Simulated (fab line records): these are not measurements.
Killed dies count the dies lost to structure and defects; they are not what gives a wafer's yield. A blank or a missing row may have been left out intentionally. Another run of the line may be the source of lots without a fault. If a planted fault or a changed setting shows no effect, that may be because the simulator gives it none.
A struck lot beside a sound one -- flow sky130 -- 21 steps out of a route of 708
Sound: these wafers, L642.4, L642.5, L642.6. The struck wafers were L648.2, L648.3, L648.6. At the end, the cause is stated.
At each step with rows: each side's tool, then ch and its chambers, then its first start. Under that, the readings that differ: sound wafers -- struck wafers -- difference of the means -- sigmas: that difference in standard deviations of wafers without a fault.
alike: same words and numbers on both sides, and readings whose means sit less than 2 such deviations apart. not compared: any withheld reading, any reading some wafer has no value for, any bound like >300 that may hide the same value, and any number with overlapping values for which the record gives no deviation.
A row with sigmas, a row that says differs or no value, or rows on one side alone: a step with any of these is where the two part. Non-overlapping numbers with no deviation appear without sigmas and do not part them. Lack of a reading on every wafer of one side parts them only where that side has two or more wafers.

SKY_POLY_GATE_CD_MEAS_22:
  struck on cd-sem-02, day 19 05:10; sound on cd-sem-01, day 17 02:04
  alike: cd-nm
then, 7 steps without rows for these wafers: SKY_LDD_N_DEHYDRATE_00 (time 60 s); SKY_LDD_N_HMDS_01 (prime time 60 s); SKY_LDD_N_COAT_02 (resist thk 300 nm); SKY_LDD_N_SOFTBAKE_03 (time 60 s); SKY_LDD_N_EXPOSE_04 (exposes mask NTM, target cd 840 nm); SKY_LDD_N_PEB_05; SKY_LDD_N_DEVELOP_06 (develop time 60 s).
SKY_LDD_N_OVL_MEAS_07:
  struck on overlay-02, day 20 11:05; sound on overlay-01, day 18 07:50
  alike: LDD_N_OVL
then, 3 steps without rows for these wafers: SKY_LDD_N_IMPLANT_08; SKY_LDD_N_IMPLANT_09; SKY_LDD_N_IMPLANT_10.
SKY_LDD_N_IMPLANT_11:
  sound on implanter-03 ch 0, day 18 08:22; struck on implanter-03 ch 0, day 20 11:36
reading,sound,struck,difference,sigmas
implant-ion-amu,75 75 75,31 31 31,-44,
model.implant.rp-nm (nm),16.32 16.32 16.32,28.26 28.26 28.26,+11.94,
model.implant.drp-nm (nm),7.212 7.212 7.212,12.97 12.97 12.97,+5.76,
then, 4 steps without rows for these wafers: SKY_LDD_N_IMPLANT_12; SKY_LDD_N_IMPLANT_13; SKY_LDD_N_IMPLANT_14; SKY_LDD_N_IMPLANT_15.
SKY_LDD_N_STRIP_16: strips in O2/N2.
  sound on plasma-asher-01 ch 0,1, day 18 09:05; struck on plasma-asher-03 ch 0,1, day 20 12:19
reading,sound,struck,difference,sigmas
drypump-motor-current-A (A),5.2 5.2 5.5,6.0 6.0 6.6,+0.9,+2
strip-time-to-endpoint-s (s),4.315 4.309 4.312,4.243 4.226 4.217,-0.083,-6
  alike: oes-product-au
  not compared: rf-hours-counter-h
SKY_LDD_N_TW_MEAS_17:
  struck on film-metro-02, day 20 12:26; sound on film-metro-04, day 18 09:11
reading,sound,struck,difference,sigmas
LDD_N_TW,2613 2596 2604,2558 2564 2539,-51,-4
then, 1 step without rows for these wafers: SKY_LDD_P_DEHYDRATE_00 (time 60 s).
-- a jump in the record: the struck wafers' starts before and after are 27 days apart (it breaks off in module LDD_P and resumes in module PAD_OPEN, where the first step shown is number 708 of the route) --
SKY_PAD_OPEN_PROBE_99:
  struck on prober-02, day 47 19:58; sound on prober-02, day 46 04:23
reading,sound,struck,difference,sigmas
model.etest.nfet_01v8_lvt.drive-ua-um,590.9 582.5 576.4,623.7 615.7 627.6,+39.1,
model.etest.tip-n.rs-ohm-sq,432.8 440 437.6,383.9 384.5 380.9,-53.7,
model.etest.nfet_01v8_swapped.drive-ua-um,518.5 509.8 507.8,549.5 536.5 546.4,+32.1,
model.etest.nfet_01v8.drive-ua-um,517.3 506.1 507,549.6 531.2 547,+32.5,
model.etest.sram-nfet-pass.drive-ua-um,493.5 482.4 480.4,536.2 522.1 513.1,+38.4,
model.etest.nfet_01v8_turned.drive-ua-um,519.3 509.8 507.2,537.1 527.7 535.3,+21.3,
model.etest.res-ndiff.rs-ohm-sq,118.5 119 118.8,116.8 117.3 117.4,-1.6,
  alike: killed_at_M0_to_M3, killed_at_M4_up, killed-at-contacts, killed-at-front-end, killed-at-other, killed-dies, killed-open, killed-short
  not compared: model.etest.nfet_01v8.r-on-ohm-um

## WHERE THEY PART
First at SKY_LDD_N_STRIP_16; last, within this record, at SKY_LDD_N_TW_MEAS_17. Later steps at which nothing parts them and some readings are alike: SKY_PAD_OPEN_PROBE_99.

WHY: what had been put in by the simulator
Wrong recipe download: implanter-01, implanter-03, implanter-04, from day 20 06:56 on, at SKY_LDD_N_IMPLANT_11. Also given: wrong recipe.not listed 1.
